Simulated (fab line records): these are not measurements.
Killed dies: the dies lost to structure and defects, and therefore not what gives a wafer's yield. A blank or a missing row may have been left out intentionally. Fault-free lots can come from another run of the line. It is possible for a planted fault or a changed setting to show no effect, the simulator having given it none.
Chamber matching || flow gf180mcu || 4 sister chambers for GF_V4_CMP_04 on cmp-02
The step polishes SiO2. 4 wafers are shown with their chamber, then 7 later ones without.

WAFERS PAIRED WITH THEIR CHAMBERS
{"wafer": "L466.4", "chamber": 2, "motor current A (A)": 13.4}
{"wafer": "L466.6", "chamber": 1, "motor current A (A)": 11.8}
{"wafer": "L471.1", "chamber": 0, "motor current A (A)": 11.4}
{"wafer": "L471.2", "chamber": 3, "motor current A (A)": 13.7}

WAFERS WHOSE CHAMBER IS MISSING
{"wafer": "L471.5", "motor current A (A)": 12.1}
{"wafer": "L477.2", "motor current A (A)": 12.8}
{"wafer": "L477.3", "motor current A (A)": 11.7}
{"wafer": "L477.5", "motor current A (A)": 13.8}
{"wafer": "L479.2", "motor current A (A)": 14.5}
{"wafer": "L479.5", "motor current A (A)": 11.8}
{"wafer": "L479.6", "motor current A (A)": 13.7}

EACH ONE'S CHAMBER
{"wafer": "L471.5", "from the rows above": "can't be placed: 1 or 0", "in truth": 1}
{"wafer": "L477.2", "from the rows above": "can't be placed: 2 or 3 or 1", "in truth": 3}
{"wafer": "L477.3", "from the rows above": "can't be placed: 1 or 0", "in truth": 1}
{"wafer": "L477.5", "from the rows above": "can't be placed: 3 or 2", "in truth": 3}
{"wafer": "L479.2", "from the rows above": "can't be placed: 3 or 2", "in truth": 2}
{"wafer": "L479.5", "from the rows above": "can't be placed: 1 or 0", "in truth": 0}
{"wafer": "L479.6", "from the rows above": "can't be placed: 3 or 2", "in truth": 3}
Placed correctly: 0 of 7. These rows do not allow placing 7 (true chamber among the candidates in 7). 0 placed wrongly.
How it was worked out, from the rows above alone: a wafer's distance from a chamber is the root of the sum, over the readings, of the square of ((its reading less the chamber's mean) divided by the reading's scatter). The wafer belongs to the nearest chamber; if the next one is less than 2 further off, it can't be placed. Each chamber's mean is taken over the wafers shown for it. The scatter: root of mean squared gap, hidden wafer to nearest shown wafer, with one shown wafer a chamber.
